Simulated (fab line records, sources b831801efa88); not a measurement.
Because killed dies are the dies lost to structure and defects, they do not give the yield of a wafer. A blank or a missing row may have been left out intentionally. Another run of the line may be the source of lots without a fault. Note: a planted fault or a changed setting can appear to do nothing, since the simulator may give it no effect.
Problem report in the 8D (eight disciplines) form, filled by code + flow gf180mcu + the parts of the form that need people (team, actions taken, sign-off) are left out

== 1. THE PROBLEM ==
V1_CVD_02_THK at GF_V1_THK_MEAS_03 reads a mean of 1164 nm on 6 wafers of 2 lots; wafers without a fault read 852 nm with a standard deviation of 9.8. That is +32 standard deviations from the usual mean.
The first sign was on wafer L756.2 at day 24 00:04, on film_metro-04. Wafers with a number at this step in the record: 36, from 12 lots. The rule behind "out" and "out of limits": a value lying over 4 standard deviations away from the usual mean. All remaining wafers that have a number are taken as sound.

== 2. WHAT IT IS, WHAT IT ISN'T ==
| question                    | is                           | is not                                                                    |
|-----------------------------|------------------------------|---------------------------------------------------------------------------|
| which readings at this step | V1_CVD_02_THK                | -                                                                         |
| which lots                  | L756, L757                   | L737, L738, L739, L741, L744, L746, L748, L749, L758, L759                |
| which wafers of those lots  | all that have a number       | -                                                                         |
| read on which gauges        | film_metro-01, film_metro-04 | film_metro-02                                                             |
| when                        | from day 24 00:04            | up to then (24 sound wafers); but 6 sound wafers of L758, L759 came after |

== 3. WHAT RULES OUT EACH SUSPECT ==
Counting: a tool stays on the suspect list if, at a process step up to the reading, it processed all lots that are out and no sound lot following the first of them.
- ruled out: the gauge at GF_V1_THK_MEAS_03. The wafers that are out were read on 2 gauges (film_metro-01, film_metro-04).
- pecvd-03 at GF_V1_CVD_02 (deposits SiO2 from TEOS, target thk 850 nm, time 94.851 s): kept. Every lot that is out went through it, starting with L756 (day 23 23:59), and after that it ran no sound lot; the last sound lot it ran before then is L749 (day 22 03:02). On those wafers its own readings are out: run_length_s.
Left after counting: pecvd-03 at GF_V1_CVD_02.

== 4. THE CAUSE (what the simulator had put in) ==
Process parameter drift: pecvd-03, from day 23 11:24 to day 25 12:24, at GF_V1_CVD_02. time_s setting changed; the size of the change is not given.
Only this tool survived the counting.

== 5. THE CHAIN OF EFFECTS, in route order ==
Each row: a reading whose mean over the struck wafers that have a number lies more than 3 standard deviations from the usual. Scope: only readings with a usual standard deviation given in the record; hours: median across lots of the time from each lot's start at the first step in this table that gives one to its start at this step; sigmas: change in usual standard deviations.
| hours | step              | reading            | usual   | on struck wafers | change | sigmas |
|-------|-------------------|--------------------|---------|------------------|--------|--------|
| 0     | GF_V1_CVD_02      | run_length_s       | 122.7 s | 158.7            | +36.0  | +65    |
| 0     | GF_V1_THK_MEAS_03 | V1_CVD_02_THK      | 852 nm  | 1164             | +312   | +32    |
| 0     | GF_V1_CMP_04      | time_to_endpoint_s | 81 s    | 194              | +113   | +22    |
Process steps it contains:
- GF_V1_CVD_02: deposits SiO2 from TEOS, target thk 850 nm, time 94.851 s.
- GF_V1_CMP_04: polishes SiO2.
Later steps that measure or inspect, where all struck wafers having a row at the step show a number for every such reading and not one has moved that far: GF_V1_OVL_MEAS_15.

== 6. WHAT WOULD HAVE CAUGHT IT SOONER ==
Counted from the fault's start at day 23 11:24, it took 13 hours until the first out-of-limits reading at a measuring or inspecting step in this record, taken at day 24 00:04.
At GF_V1_CVD_02, the tool's own readings (run_length_s) were out on each struck wafer the step has a row for, so an alarm limit on them would have fired on the first such wafer.
L757, from the lots that are out (2), started GF_V1_CVD_02 on pecvd-03 later than day 24 00:04. Had the tool been put on hold then, it would have been spared.
